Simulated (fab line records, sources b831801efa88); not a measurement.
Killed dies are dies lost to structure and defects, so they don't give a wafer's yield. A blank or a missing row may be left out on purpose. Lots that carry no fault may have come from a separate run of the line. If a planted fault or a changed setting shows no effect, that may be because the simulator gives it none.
Struck lot and sound lot, side by side / flow sky130 / 13 steps out of a route of 708
Sound: the wafers L136.3, L136.5, L136.6. Wafers L145.2, L145.4, L145.5 were the ones struck. The cause is given at the end.
Per side, at each step with rows, come the tool, then ch with its chambers, and then its first start. Under that, the readings that differ: sound wafers / struck wafers / difference of the means / sigmas: that difference in standard deviations of wafers without a fault.
alike: readings with means less than 2 such deviations apart, plus words and numbers identical on both sides. not compared: withheld readings, readings lacking a value on some wafer, bounds such as >300 that could conceal the same value, and numbers that have no deviation in the record and whose values overlap.
The two part at a step that has a row with sigmas, a row that says differs or no value, or rows on one side only. Numbers that have no deviation but don't overlap get no sigmas and don't part them. Lack of a reading on every wafer of one side parts them only where that side has two or more wafers.

SKY_NWELL_TW_MEAS_26:
  struck on film_metro-02, day 9 18:13; sound on film_metro-04, day 7 16:11
  alike: NWELL_2_TW
then, 1 step without rows for these wafers: SKY_NWELL_CLEAN_27 (cleans in SC1/SC2, time 150 s).
SKY_NWELL_RTA_28: time 30 s.
  sound on rtp_anneal-02 ch 0, day 7 16:18; struck on rtp_anneal-01 ch 0, day 9 18:20
  alike: lamp_power_pct, ramp_down_c_per_s, ramp_up_c_per_s, wafer_temp_C_max
SKY_NWELL_RS_MEAS_29: a four-point-probe measurement.
  struck on film_metro-04, day 9 18:26; sound on film_metro-02, day 7 16:25
  alike: NWELL_RS
SKY_NWELL_RS_MEAS_31: a four-point-probe measurement.
  struck on film_metro-04, day 9 18:41; sound on film_metro-02, day 7 16:39
  alike: PWDE_RS
then, 6 steps without rows for these wafers: SKY_VT_ADJUST_HVTP_DEHYDRATE_00 (time 60 s); SKY_VT_ADJUST_HVTP_HMDS_01 (prime time 60 s); SKY_VT_ADJUST_HVTP_COAT_02 (resist thk 1140 nm); SKY_VT_ADJUST_HVTP_SOFTBAKE_03 (time 60 s); SKY_VT_ADJUST_HVTP_EXPOSE_04 (exposes mask HVTPM, target cd 380 nm); SKY_VT_ADJUST_HVTP_PEB_05.
SKY_VT_ADJUST_HVTP_DEVELOP_06: develop time 60 s.
  sound on litho_track-03 ch 0, day 8 12:50; struck on litho_track-03 ch 0, day 10 17:39
SKY_VT_ADJUST_HVTP_CD_MEAS_07 targets a cd of 380 nm.
  struck on cd_sem-02, day 10 18:16; sound on cd_sem-01, day 8 12:58
reading=cd_nm (nm); sound=379.3 382.5 380.0; struck=67.3 66.0 67.0; difference=-313.8; sigmas=-99 or more
  not compared: hold

WHERE THEY PART
Within this record, at SKY_VT_ADJUST_HVTP_CD_MEAS_07 only.

WHY: what had been put in by the simulator
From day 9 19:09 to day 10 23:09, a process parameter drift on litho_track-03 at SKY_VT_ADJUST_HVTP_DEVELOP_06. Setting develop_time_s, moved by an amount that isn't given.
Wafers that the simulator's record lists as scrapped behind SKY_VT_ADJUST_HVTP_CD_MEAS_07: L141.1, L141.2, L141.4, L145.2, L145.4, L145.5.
